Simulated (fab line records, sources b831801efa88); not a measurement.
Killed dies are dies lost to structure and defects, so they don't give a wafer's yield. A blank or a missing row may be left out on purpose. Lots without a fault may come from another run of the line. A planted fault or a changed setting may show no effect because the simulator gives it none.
One fault seen from 2 desks | flow sfq_line | each desk has only its own numbers; what lay behind them comes last

THE TOOL OWNER'S DESK: rie_diel-04
The tool's own readings at SFQ_TRILAYER_I2_VIA_BARC_OPEN_VIA_ETCH_096 (etches BARC in O2, target depth 125 nm, time 41.7 s): means of the sampled wafers that have a number, for each lot that ran on this tool. A lot is out of limits, marked OUT, if its mean lies more than 4 standard deviations from the usual mean; the brackets give that distance.
Columns: A = drypump_motor_current_A at SFQ_TRILAYER_I2_VIA_BARC_OPEN_VIA_ETCH_096, usual 5.6 A; B = oes_product_au at SFQ_TRILAYER_I2_VIA_BARC_OPEN_VIA_ETCH_096, usual 0.685 a.u.; C = run_length_s at SFQ_TRILAYER_I2_VIA_BARC_OPEN_VIA_ETCH_096, usual 70.1 s
lot  | first seen here | A   | B               | C
L875 | day 21 19:17    | 5.1 | 0.678           | 70.0
L879 | day 23 15:26    | 5.3 | 0.682           | 69.8
L889 | day 28 01:00    | 5.4 | 0.564 (-26) OUT | 96.8 (+74) OUT
L890 | day 28 18:02    | 5.4 | 0.563 (-27) OUT | 97.5 (+76) OUT
L897 | day 31 04:44    | 5.3 | 0.690           | 69.9
This desk's finding: out of limits on L889, L890; first on L889, day 28 01:00 (oes_product_au at SFQ_TRILAYER_I2_VIA_BARC_OPEN_VIA_ETCH_096). In limits: L875, L879, L897.

THE METROLOGY DESK
What the gauges read, lot by lot, whatever tool the lot ran on: means of the sampled wafers that have a number. A lot is out of limits, marked OUT, if its mean lies more than 4 standard deviations from the usual mean; the brackets give that distance.
Columns: A = M0_OVL at SFQ_M0_OVL_MEAS_906, usual -3 nm
lot  | first seen here | A
L874 | day 6 16:13     | -1
L875 | day 6 23:26     | 3
L876 | day 7 03:01     | -3
L877 | day 7 06:37     | -1
L878 | day 7 13:50     | 0
L879 | day 7 17:25     | -5
L880 | day 8 00:37     | -5
L881 | day 8 06:37     | -6
L889 | day 11 06:43    | -4
L890 | day 11 18:43    | 1
L894 | day 12 21:07    | -6
L895 | day 12 23:31    | -7
L897 | day 13 10:22    | -9
This desk's finding: nothing out of limits on any of the 13 lots.

PUT TOGETHER
The tool owner's desk could have raised an alarm at day 28 01:00, on L889, L890.
The metrology desk saw nothing out of limits.
The metrology desk has L889, L890 on record, within its limits.
Of the lots named, all ran SFQ_TRILAYER_I2_VIA_BARC_OPEN_VIA_ETCH_096 on rie_diel-04.

WHAT THE SIMULATOR HAD PUT IN
Process parameter drift: rie_diel-04, from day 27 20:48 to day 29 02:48, at SFQ_TRILAYER_I2_VIA_BARC_OPEN_VIA_ETCH_096. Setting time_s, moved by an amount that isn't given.
Lots struck among those shown: L889, L890.
Hours from the fault's start to each desk's first reading out of limits: the tool owner's desk, 4.
